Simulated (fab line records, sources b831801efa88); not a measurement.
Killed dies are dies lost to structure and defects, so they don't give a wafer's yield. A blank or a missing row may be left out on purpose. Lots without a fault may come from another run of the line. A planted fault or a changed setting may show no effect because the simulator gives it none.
fab line records | flow gf180mcu
record lots=24 wafers=72 last_day=34
route steps=602 shown HV_LDD@186 SAB@273 M1@320 V1@338
lots that met no fault: from a run of the same line without faults
start_h: hours from the record's first day to the start of the lot's first wafer shown | wait_h: hours since the lot's step before | " the same as in the row above | L1.1+2: a row that stands for several wafers | - no value, or no start given | * or withheld: withheld | < > ~ a bound
route shown NAME@n: a module of which the file shows steps, and the number in the route of the first | usual: mean/standard deviation of fault-free wafers | same: alike in all rows | chamber/n: place in a boat | sites: the reading at each site | _std_site: their standard deviation | _edge_site: outer sites' mean less inner sites' | radius_mm: how far each site lies from the wafer's centre | mask NAME#n: copy n | behind: the tool/chamber that last shaped the wafer | hold: why the lot was held/for how many hours/how that ended | device: the transistor (n, p or np) that didn't switch | end of line: the same wafers' tests at the end of the route | a step without rows: its recipe alone | killed: dies lost to structure and defects at the first sort, not the wafer's yield | map: a wafer's dies, x killed, . not, _ none there
set.NAME: the setting as run; set.NAME@STEP: as run at that earlier step | model.NAME: the simulator's own value behind a step, which no gauge read
steps of the route over a sample of lots; a table a step, a row a wafer
services: from which hour (start_h, from the record's first day; less than 0 if before it) a tool's chamber was out of use, for how many hours, and why
## steps
# step GF_HV_LDD_STRIP_10
# recipe chemistry=O2/N2 power_w=1400 pressure_mtorr=1500 platen_temp_c=250 o2_flow_sccm=3000 n2_flow_sccm=300 overash_fraction=0.5
# usual drypump_motor_current_A=5.4/0.37 heater_power_w=320/27 oes_product_au=0.716/0.0045 strip_time_to_endpoint_s=12.62/0.038
# columns lot.wafer tool chamber start_h wait_h drypump_motor_current_A heater_power_w oes_product_au rf_hours_counter_h strip_time_to_endpoint_s
L074.3 plasma_asher-04 0 219.18 0.1 5.8 281 0.715 - 12.64
L074.5 " 1 " " 5.2 325 0.716 - 12.61
L074.6 " 0 " " 5.8 280 0.718 - 12.65
L075.2 plasma_asher-02 0 223.93 0.1 4.9 353 0.715 58 12.60
L075.3 " 1 " " 6.0 345 0.711 - 12.61
L075.5 " 1 " " 6.0 335 0.713 - 12.60
L076.4 plasma_asher-01 1 235.79 0.1 5.6 295 0.716 - 12.63
L076.5 " 0 " " 5.2 337 0.707 - 12.63
L076.6 " 1 " " 5.6 284 0.711 - 12.64
L077.3 plasma_asher-02 1 239.23 0.1 6.0 352 0.721 - 12.65
L077.5 " 0 " " 4.9 366 0.713 - 12.59
L077.6 " 1 " " 6.0 347 0.705 - 12.65
L078.1 plasma_asher-01 1 247.59 0.1 5.6 288 0.720 12 12.61
L078.5 " 1 " " 5.6 295 0.712 - 12.64
L078.6 " 0 " " 5.2 330 0.719 - 12.63
L079.2 plasma_asher-01 1 255.33 0.1 5.6 285 0.711 13 12.58
L079.3 " 0 " " 5.2 321 0.717 - 12.57
L079.4 " 1 " " 5.6 293 0.718 - 12.57
L080.1 plasma_asher-01 1 263.28 0.1 5.6 282 0.714 14 12.68
L080.2 " 0 " " 5.2 330 0.710 14 12.69
L080.3 " 0 " " 5.2 327 0.713 - 12.63
L081.2 plasma_asher-02 1 269.93 0.1 6.0 349 0.714 63 12.68
L081.4 " 1 " " 6.0 337 0.717 - 12.67
L081.6 " 0 " " 4.9 357 0.715 - 12.61
L082.3 plasma_asher-04 0 279.06 0.1 5.8 290 0.716 - 12.61
L082.4 " 1 " " 5.1 317 0.719 - 12.61
L082.5 " 1 " " 5.1 314 0.715 - 12.62
L083.1 plasma_asher-01 0 285.18 0.1 5.2 334 0.713 16 12.64
L083.4 " 0 " " 5.2 333 0.717 - 12.60
L083.6 " 1 " " 5.6 289 0.711 - 12.64
L084.1 plasma_asher-01 1 295.54 0.1 5.6 291 0.721 17 12.60
L084.2 " 0 " " 5.2 334 0.718 17 12.62
L084.4 " 1 " " 5.6 285 0.728 - 12.64
L085.2 plasma_asher-02 0 298.97 0.1 4.9 365 0.715 66 12.52
L085.3 " 0 " " 4.9 347 0.711 - 12.57
L085.5 " 1 " " 6.0 336 0.717 - 12.59
L086.1 plasma_asher-01 1 306.58 0.1 5.6 302 0.718 18 12.62
L086.2 " 0 " " 5.2 329 0.711 18 12.64
L086.6 " 1 " " 5.6 290 0.718 - 12.59
L087.1 plasma_asher-04 1 312.74 0.1 5.2 323 0.718 53 12.65
L087.3 " 0 " " 5.8 282 0.718 - 12.64
L087.4 " 1 " " 5.2 314 0.713 - 12.66
L088.2 plasma_asher-04 0 320.78 0.1 5.8 285 0.715 54 12.59
L088.3 " 0 " " 5.8 285 0.716 - 12.56
L088.5 " 1 " " 5.2 322 0.710 - 12.60
L089.3 plasma_asher-01 0 328.36 0.1 5.2 336 0.722 - 12.69
L089.4 " 1 " " 5.6 289 0.719 - 12.69
L089.6 " 0 " " 5.3 336 0.705 - 12.67
L090.3 plasma_asher-02 1 333.96 0.1 6.0 338 0.719 - 12.64
L090.4 " 0 " " 4.9 361 0.704 - 12.59
L090.5 " 0 " " 4.9 354 0.712 - 12.56
L091.2 plasma_asher-01 1 341.43 0.1 5.6 290 0.726 22 12.54
L091.3 " 1 " " 5.6 289 0.726 - 12.59
L091.6 " 1 " " 5.6 297 0.706 - 12.60
L092.2 plasma_asher-04 0 351.37 0.1 5.8 285 0.713 57 12.56
L092.3 " 0 " " 5.8 283 0.719 - 12.60
L092.5 " 0 " " 5.8 275 0.711 - 12.60
L093.1 plasma_asher-02 1 356.58 0.1 6.0 343 0.721 72 12.66
L093.5 " 1 " " 6.0 340 0.712 - 12.66
L093.6 " 0 " " 4.9 355 0.719 - 12.69
L094.1 plasma_asher-04 0 365.77 0.1 5.8 277 0.709 58 12.59
L094.3 " 0 " " 5.8 289 0.714 - 12.58
L094.5 " 1 " " 5.2 320 0.719 - 12.56
L095.1 plasma_asher-01 0 371.77 0.1 5.2 336 0.711 25 12.64
L095.4 " 0 " " 5.2 325 0.710 - 12.63
L095.5 " 1 " " 5.6 288 0.715 - 12.64
L096.1 plasma_asher-01 0 381.63 0.1 5.2 332 0.724 26 12.62
L096.3 " 1 " " 5.6 285 0.713 - 12.63
L096.5 " 0 " " 5.2 327 0.712 - 12.60
L097.3 plasma_asher-02 0 386.58 0.1 4.9 362 0.712 - 12.53
L097.5 " 1 " " 6.0 341 0.720 - 12.57
L097.6 " 0 " " 4.9 368 0.717 - 12.55
# step GF_SAB_CD_MEAS_09
# recipe target_cd_nm=420
# usual cd_nm=420.4/2.7
# columns lot.wafer tool chamber start_h wait_h cd_nm
L074.3 cd_sem-02 - 343.49 0.1 425.9
L074.5 " - " " 423.4
L074.6 " - " " 423.8
L075.2 cd_sem-01 - 347.12 0.1 420.5
L075.3 " - " " 419.5
L075.5 " - " " 419.7
L076.4 cd_sem-02 - 361.85 0.1 415.7
L076.5 " - " " 417.4
L076.6 " - " " 416.1
L077.3 cd_sem-01 - 366.14 0.1 419.6
L077.5 " - " " 417.7
L077.6 " - " " 417.7
L078.1 cd_sem-01 - 375.94 0.2 420.1
L078.5 " - " " 419.0
L078.6 " - " " 421.1
L079.2 cd_sem-02 - 386.42 0.1 418.5
L079.3 " - " " 420.5
L079.4 " - " " 419.3
L080.1 cd_sem-02 - 393.75 0.1 415.8
L080.2 " - " " 418.2
L080.3 " - " " 417.4
L081.2 cd_sem-01 - 403.12 0.1 421.6
L081.4 " - " " 423.5
L081.6 " - " " 423.9
L082.3 cd_sem-02 - 413.51 0.1 422.1
L082.4 " - " " 421.8
L082.5 " - " " 422.9
L083.1 cd_sem-01 - 418.30 0.1 421.1
L083.4 " - " " 421.9
L083.6 " - " " 424.1
L084.1 cd_sem-01 - 432.37 0.1 426.6
L084.2 " - " " 425.5
L084.4 " - " " 424.2
L085.2 cd_sem-01 - 436.64 0.1 423.2
L085.3 " - " " 423.1
L085.5 " - " " 423.9
L086.1 cd_sem-02 - 447.37 0.1 418.1
L086.2 " - " " 416.4
L086.6 " - " " 419.7
L087.1 cd_sem-01 - 454.15 0.1 422.4
L087.3 " - " " 420.3
L087.4 " - " " 422.5
L088.2 cd_sem-01 - 462.17 0.1 418.3
L088.3 " - " " 420.1
L088.5 " - " " 420.7
L089.3 cd_sem-01 - 473.06 0.1 416.7
L089.4 " - " " 418.5
L089.6 " - " " 416.8
L090.3 cd_sem-01 - 479.01 0.1 418.9
L090.4 " - " " 422.3
L090.5 " - " " 422.7
L091.2 cd_sem-02 - 486.05 0.1 417.5
L091.3 " - " " 419.7
L091.6 " - " " 419.2
L092.2 cd_sem-01 - 496.92 0.1 423.8
L092.3 " - " " 426.0
L092.5 " - " " 422.3
L093.1 cd_sem-01 - 503.37 0.1 421.2
L093.5 " - " " 422.8
L093.6 " - " " 422.8
L094.1 cd_sem-01 - 512.13 0.1 423.7
L094.3 " - " " 421.9
L094.5 " - " " 419.7
L095.1 cd_sem-01 - 519.05 0.1 420.9
L095.4 " - " " 418.8
L095.5 " - " " 418.9
L096.1 cd_sem-02 - 529.35 0.1 422.2
L096.3 " - " " 422.6
L096.5 " - " " 419.9
L097.3 cd_sem-01 - 534.67 0.1 415.8
L097.5 " - " " 418.0
L097.6 " - " " 416.5
# step GF_SAB_ETCH_11
# recipe chemistry=C4F8/O2/Ar mask_material=NOVOLAK target=SiO2 target_depth_nm=55 source_w=1500 bias_w=1200 pressure_mtorr=40 c4f8_flow_sccm=withheld O2_flow_sccm=6 Ar_flow_sccm=300 time_s=8.5
# usual oes_product_au=1.001/0.011
# columns lot.wafer tool chamber start_h wait_h oes_product_au rf_hours_counter_h
L074.3 rie_diel-01 1 343.61 0.0 0.998 63
L074.5 " 0 " " 0.986 -
L074.6 " 3 " " 0.994 -
L075.2 rie_diel-04 0 347.26 0.0 1.015 109
L075.3 " 3 " " 0.999 14
L075.5 " 1 " " 0.997 -
L076.4 rie_diel-03 2 361.94 0.0 0.994 0
L076.5 " 3 " " 1.003 -
L076.6 " 0 " " 1.020 -
L077.3 rie_diel-04 2 366.26 0.0 1.013 56
L077.5 " 1 " " 1.004 -
L077.6 " 0 " " 1.011 -
L078.1 rie_diel-04 0 376.09 0.0 1.013 110
L078.5 " 2 " " 1.005 -
L078.6 " 1 " " 0.997 -
L079.2 rie_diel-04 3 386.56 0.0 0.994 15
L079.3 " 1 " " 1.013 87
L079.4 " 2 " " 1.009 57
L080.1 rie_diel-01 2 393.91 0.0 1.015 32
L080.2 " 0 " " 0.983 64
L080.3 " 1 " " 1.003 64
L081.2 rie_diel-03 3 403.26 0.0 1.001 8
L081.4 " 0 " " 1.017 7
L081.6 " 0 " " 1.009 -
L082.3 rie_diel-03 0 413.62 0.0 1.010 7
L082.4 " 3 " " 1.004 8
L082.5 " 0 " " 0.998 -
L083.1 rie_diel-01 1 418.46 0.0 0.997 65
L083.4 " 2 " " 1.000 33
L083.6 " 1 " " 0.999 -
L084.1 rie_diel-04 2 432.52 0.0 1.023 58
L084.2 " 1 " " 1.009 88
L084.4 " 0 " " 1.000 0
L085.2 rie_diel-01 1 436.77 0.0 0.998 65
L085.3 " 3 " " 0.997 70
L085.5 " 2 " " 1.005 -
L086.1 rie_diel-03 1 447.52 0.0 0.971 90
L086.2 " 0 " " 1.017 8
L086.6 " 3 " " 0.995 -
L087.1 rie_diel-04 0 454.31 0.0 0.994 0
L087.3 " 3 " " 0.979 17
L087.4 " 2 " " 1.002 59
L088.2 rie_diel-01 3 462.31 0.0 1.001 71
L088.3 " 0 " " 0.979 65
L088.5 " 2 " " 1.008 -
L089.3 rie_diel-01 1 473.17 0.0 1.012 66
L089.4 " 3 " " 0.998 -
L089.6 " 0 " " 0.993 -
L090.3 rie_diel-04 3 479.12 0.0 1.000 17
L090.4 " 0 " " 1.011 1
L090.5 " 0 " " 1.010 -
L091.2 rie_diel-04 1 486.19 0.0 0.998 89
L091.3 " 3 " " 0.981 17
L091.6 " 0 " " 0.999 -
L092.2 rie_diel-01 2 497.06 0.0 1.014 34
L092.3 " 1 " " 1.009 67
L092.5 " 1 " " 1.003 -
L093.1 rie_diel-03 2 503.52 0.0 1.022 4
L093.5 " 1 " " 0.981 -
L093.6 " 3 " " 1.014 -
L094.1 rie_diel-04 3 512.29 0.0 0.988 18
L094.3 " 0 " " 1.002 2
L094.5 " 2 " " 1.000 -
L095.1 rie_diel-03 1 519.21 0.0 0.977 92
L095.4 " 3 " " 1.008 11
L095.5 " 3 " " 1.013 -
L096.1 rie_diel-03 3 529.51 0.0 1.002 11
L096.3 " 0 " " 1.010 10
L096.5 " 3 " " 1.003 -
L097.3 rie_diel-01 2 534.79 0.0 1.001 35
L097.5 " 3 " " 0.997 -
L097.6 " 0 " " 0.986 -
# step GF_M1_RS_MEAS_05
# recipe thk_meas_gauge=four-point-probe reads=TiN_of_M1_SPUTTER_04+Ti_of_M1_SPUTTER_03+AlCu_of_M1_SPUTTER_02+TiN_of_M1_SPUTTER_01+Ti_of_M1_SPUTTER_00
# usual M1_ALCU_RS=0.0695/0.00076
# columns lot.wafer tool chamber start_h wait_h M1_ALCU_RS[ohm/sq]
L074.3 film_metro-01 - 368.83 0.1 0.0689
L074.5 " - " " 0.0685
L074.6 " - " " 0.0696
L075.2 film_metro-02 - 372.06 0.0 0.0691
L075.3 " - " " 0.0693
L075.5 " - " " 0.0693
L076.4 film_metro-01 - 386.83 0.1 0.0689
L076.5 " - " " 0.0699
L076.6 " - " " 0.0691
L077.3 film_metro-01 - 391.78 0.1 0.0698
L077.5 " - " " 0.0697
L077.6 " - " " 0.0697
L078.1 film_metro-02 - 401.39 0.0 0.0685
L078.5 " - " " 0.0697
L078.6 " - " " 0.0692
L079.2 film_metro-01 - 412.21 0.0 0.0693
L079.3 " - " " 0.0697
L079.4 " - " " 0.0696
L080.1 film_metro-04 - 420.44 0.0 0.0692
L080.2 " - " " 0.0691
L080.3 " - " " 0.0691
L081.2 film_metro-02 - 430.65 0.0 0.0698
L081.4 " - " " 0.0703
L081.6 " - " " 0.0695
L082.3 film_metro-04 - 440.48 0.1 0.0704
L082.4 " - " " 0.0707
L082.5 " - " " 0.0709
L083.1 film_metro-02 - 445.74 0.0 0.0706
L083.4 " - " " 0.0711
L083.6 " - " " 0.0705
L084.1 film_metro-01 - 459.99 0.0 0.0694
L084.2 " - " " 0.0701
L084.4 " - " " 0.0695
L085.2 film_metro-04 - 464.85 0.0 0.0696
L085.3 " - " " 0.0702
L085.5 " - " " 0.0698
L086.1 film_metro-01 - 474.88 0.0 0.0689
L086.2 " - " " 0.0693
L086.6 " - " " 0.0690
L087.1 film_metro-04 - 481.76 0.0 0.0703
L087.3 " - " " 0.0690
L087.4 " - " " 0.0695
L088.2 film_metro-01 - 489.79 0.0 0.0695
L088.3 " - " " 0.0687
L088.5 " - " " 0.0695
L089.3 film_metro-01 - 500.33 0.1 0.0696
L089.4 " - " " 0.0703
L089.6 " - " " 0.0697
L090.3 film_metro-04 - 506.19 0.1 0.0685
L090.4 " - " " 0.0679
L090.5 " - " " 0.0678
L091.2 film_metro-02 - 513.01 0.0 0.0703
L091.3 " - " " 0.0704
L091.6 " - " " 0.0701
L092.2 film_metro-02 - 524.22 0.0 0.0697
L092.3 " - " " 0.0686
L092.5 " - " " 0.0695
L093.1 film_metro-02 - 529.75 0.0 0.0687
L093.5 " - " " 0.0695
L093.6 " - " " 0.0693
L094.1 film_metro-01 - 538.99 0.0 0.0682
L094.3 " - " " 0.0689
L094.5 " - " " 0.0693
L095.1 film_metro-01 - 545.39 0.0 0.0706
L095.4 " - " " 0.0694
L095.5 " - " " 0.0701
L096.1 film_metro-02 - 555.48 0.0 0.0707
L096.3 " - " " 0.0696
L096.5 " - " " 0.0703
L097.3 film_metro-02 - 560.93 0.1 0.0677
L097.5 " - " " 0.0682
L097.6 " - " " 0.0680
# step GF_V1_THK_MEAS_03
# recipe reads=SiO2_of_V1_CVD_02
# usual V1_CVD_02_THK=847/9.9
# columns lot.wafer tool chamber start_h wait_h V1_CVD_02_THK[nm]
L074.3 film_metro-01 - 392.36 0.1 836
L074.5 " - " " 852
L074.6 " - " " 849
L075.2 film_metro-02 - 395.41 0.0 847
L075.3 " - " " 844
L075.5 " - " " 850
L076.4 film_metro-03 - 411.18 0.0 845
L076.5 " - " " 840
L076.6 " - " " 851
L077.3 film_metro-01 - 415.52 0.1 852
L077.5 " - " " 849
L077.6 " - " " 854
L078.1 film_metro-03 - 426.09 0.0 827
L078.5 " - " " 850
L078.6 " - " " 841
L079.2 film_metro-01 - 437.68 0.0 830
L079.3 " - " " 848
L079.4 " - " " 852
L080.1 film_metro-03 - 445.57 0.0 842
L080.2 " - " " 856
L080.3 " - " " 840
L081.2 film_metro-02 - 456.39 0.0 846
L081.4 " - " " 853
L081.6 " - " " 853
L082.3 film_metro-01 - 466.04 0.1 832
L082.4 " - " " 845
L082.5 " - " " 852
L083.1 film_metro-03 - 470.87 0.0 846
L083.4 " - " " 869
L083.6 " - " " 846
L084.1 film_metro-03 - 485.38 0.0 823
L084.2 " - " " 840
L084.4 " - " " 842
L085.2 film_metro-02 - 490.14 0.0 844
L085.3 " - " " 849
L085.5 " - " " 866
L086.1 film_metro-03 - 500.20 0.0 835
L086.2 " - " " 833
L086.6 " - " " 844
L087.1 film_metro-02 - 506.25 0.0 829
L087.3 " - " " 835
L087.4 " - " " 847
L088.2 film_metro-03 - 514.11 0.0 841
L088.3 " - " " 842
L088.5 " - " " 843
L089.3 film_metro-02 - 524.51 0.1 832
L089.4 " - " " 852
L089.6 " - " " 852
L090.3 film_metro-02 - 530.10 0.1 838
L090.4 " - " " 857
L090.5 " - " " 847
L091.2 film_metro-03 - 536.68 0.0 851
L091.3 " - " " 852
L091.6 " - " " 849
L092.2 film_metro-02 - 547.88 0.0 842
L092.3 " - " " 839
L092.5 " - " " 842
L093.1 film_metro-02 - 553.52 0.0 834
L093.5 " - " " 851
L093.6 " - " " 860
L094.1 film_metro-02 - 562.32 0.0 849
L094.3 " - " " 851
L094.5 " - " " 848
L095.1 film_metro-03 - 568.84 0.0 833
L095.4 " - " " 866
L095.5 " - " " 847
L096.1 film_metro-02 - 578.60 0.0 841
L096.3 " - " " 849
L096.5 " - " " 876
L097.3 film_metro-01 - 583.20 0.1 842
L097.5 " - " " 857
L097.6 " - " " 853
# step GF_V1_STRIP_18
# recipe chemistry=O2/N2 power_w=1400 pressure_mtorr=1500 platen_temp_c=250 o2_flow_sccm=3000 n2_flow_sccm=300 overash_fraction=0.5
# usual drypump_motor_current_A=5.6/0.4 heater_power_w=334/30 oes_product_au=0.593/0.0048
# columns lot.wafer tool chamber start_h wait_h drypump_motor_current_A heater_power_w oes_product_au rf_hours_counter_h
L074.3 plasma_asher-02 1 415.77 - 6.0 343 0.595 -
L074.5 " 1 " " 6.0 349 0.589 -
L074.6 " 0 " " 4.9 350 0.595 -
L075.2 plasma_asher-03 1 419.55 - 6.2 402 0.592 77
L075.3 " 0 " " 5.8 348 0.599 -
L075.5 " 0 " " 5.8 340 0.592 -
L076.4 plasma_asher-03 1 436.29 - 6.2 371 0.595 -
L076.5 " 0 " " 5.7 339 0.595 -
L076.6 " 1 " " 6.3 364 0.594 -
L077.3 plasma_asher-03 0 440.49 - 5.8 348 0.589 -
L077.5 " 1 " " 6.2 365 0.595 -
L077.6 " 0 " " 5.8 347 0.589 -
L078.1 plasma_asher-01 0 451.39 - 5.2 323 0.595 33
L078.5 " 1 " " 5.6 291 0.591 -
L078.6 " 0 " " 5.2 328 0.591 -
L079.2 plasma_asher-03 0 462.91 - 5.7 344 0.588 3
L079.3 " 0 " " 5.8 335 0.599 -
L079.4 " 1 " " 6.2 371 0.592 -
L080.1 plasma_asher-01 0 470.49 - 5.3 328 0.584 36
L080.2 " 1 " " 5.6 296 0.588 36
L080.3 " 0 " " 5.2 333 0.593 -
L081.2 plasma_asher-01 0 481.49 - 5.2 336 0.596 37
L081.4 " 1 " " 5.6 289 0.596 -
L081.6 " 0 " " 5.2 327 0.591 -
L082.3 plasma_asher-01 1 491.04 - 5.6 293 0.590 -
L082.4 " 0 " " 5.2 325 0.597 -
L082.5 " 0 " " 5.2 341 0.596 -
L083.1 plasma_asher-03 1 496.19 - 6.2 365 0.594 7
L083.4 " 0 " " 5.8 340 0.594 -
L083.6 " 0 " " 5.8 349 0.586 -
L084.1 plasma_asher-01 1 510.03 - 5.6 293 0.601 40
L084.2 " 0 " " 5.2 330 0.587 40
L084.4 " 0 " " 5.2 328 0.587 -
L085.2 plasma_asher-01 1 514.18 - 5.6 287 0.599 40
L085.3 " 1 " " 5.6 292 0.595 -
L085.5 " 1 " " 5.6 289 0.589 -
L086.1 plasma_asher-01 0 524.00 - 5.2 332 0.597 41
L086.2 " 1 " " 5.6 286 0.597 41
L086.6 " 0 " " 5.2 324 0.584 -
L087.1 plasma_asher-01 0 530.60 - 5.2 338 0.590 42
L087.3 " 0 " " 5.2 337 0.595 -
L087.4 " 1 " " 5.6 279 0.590 -
L088.2 plasma_asher-01 1 537.80 - 5.6 295 0.595 42
L088.3 " 1 " " 5.6 287 0.589 -
L088.5 " 0 " " 5.2 334 0.594 -
L089.3 plasma_asher-03 0 548.07 - 5.8 343 0.589 -
L089.4 " 1 " " 6.2 371 0.593 -
L089.6 " 1 " " 6.3 367 0.593 -
L090.3 plasma_asher-03 0 553.54 - 5.8 347 0.592 -
L090.4 " 1 " " 6.2 361 0.602 -
L090.5 " 0 " " 5.8 347 0.600 -
L091.2 plasma_asher-01 0 560.25 - 5.2 334 0.585 45
L091.3 " 0 " " 5.2 322 0.589 -
L091.6 " 1 " " 5.6 289 0.591 -
L092.2 plasma_asher-01 0 570.73 - 5.2 328 0.594 46
L092.3 " 0 " " 5.2 335 0.597 -
L092.5 " 0 " " 5.2 336 0.595 -
L093.1 plasma_asher-01 1 576.55 - 5.6 290 0.597 46
L093.5 " 0 " " 5.2 333 0.597 -
L093.6 " 1 " " 5.6 293 0.591 -
L094.1 plasma_asher-03 1 584.75 - 6.3 372 0.592 16
L094.3 " 0 " " 5.8 342 0.600 -
L094.5 " 0 " " 5.8 342 0.598 -
L095.1 plasma_asher-03 1 591.30 - 6.2 374 0.594 17
L095.4 " 1 " " 6.2 377 0.590 -
L095.5 " 1 " " 6.3 364 0.600 -
L096.1 plasma_asher-02 0 600.80 - 4.9 359 0.592 99
L096.3 " 1 " " 6.0 345 0.589 -
L096.5 " 0 " " 4.9 368 0.599 -
L097.3 plasma_asher-02 1 604.52 - 6.0 341 0.594 -
L097.5 " 1 " " 6.0 338 0.598 -
L097.6 " 0 " " 4.9 359 0.586 -
## services
# columns tool chamber start_h hours kind
rie_diel-03 - 199.17 5.6 repair
rie_diel-01 3 204.30 5.4 repair
rie_diel-01 1 253.06 22.8 repair
plasma_asher-03 - 255.20 3.5 repair
rie_diel-03 0 259.24 12.9 repair
plasma_asher-01 - 268.19 0.4 repair
rie_diel-01 0 268.56 48.7 repair
rie_diel-03 0 274.46 18.4 repair
rie_diel-04 - 278.22 14.6 pm
rie_diel-04 - 295.09 0.8 repair
rie_diel-03 2 295.20 2.7 repair
rie_diel-04 1 329.02 3.4 repair
rie_diel-04 1 350.23 5.1 repair
rie_diel-01 0 398.27 3.3 repair
rie_diel-04 - 415.13 1.0 repair
plasma_asher-03 - 416.97 0.5 repair
plasma_asher-03 - 421.25 9.0 pm
rie_diel-01 - 449.86 2.8 pm
rie_diel-01 2 470.10 10.9 repair
rie_diel-01 1 564.07 4.9 repair
plasma_asher-01 - 582.39 14.6 pm
rie_diel-01 1 584.14 7.2 repair
rie_diel-01 1 592.06 8.2 repair
rie_diel-01 2 599.99 3.5 repair
## key
fault none
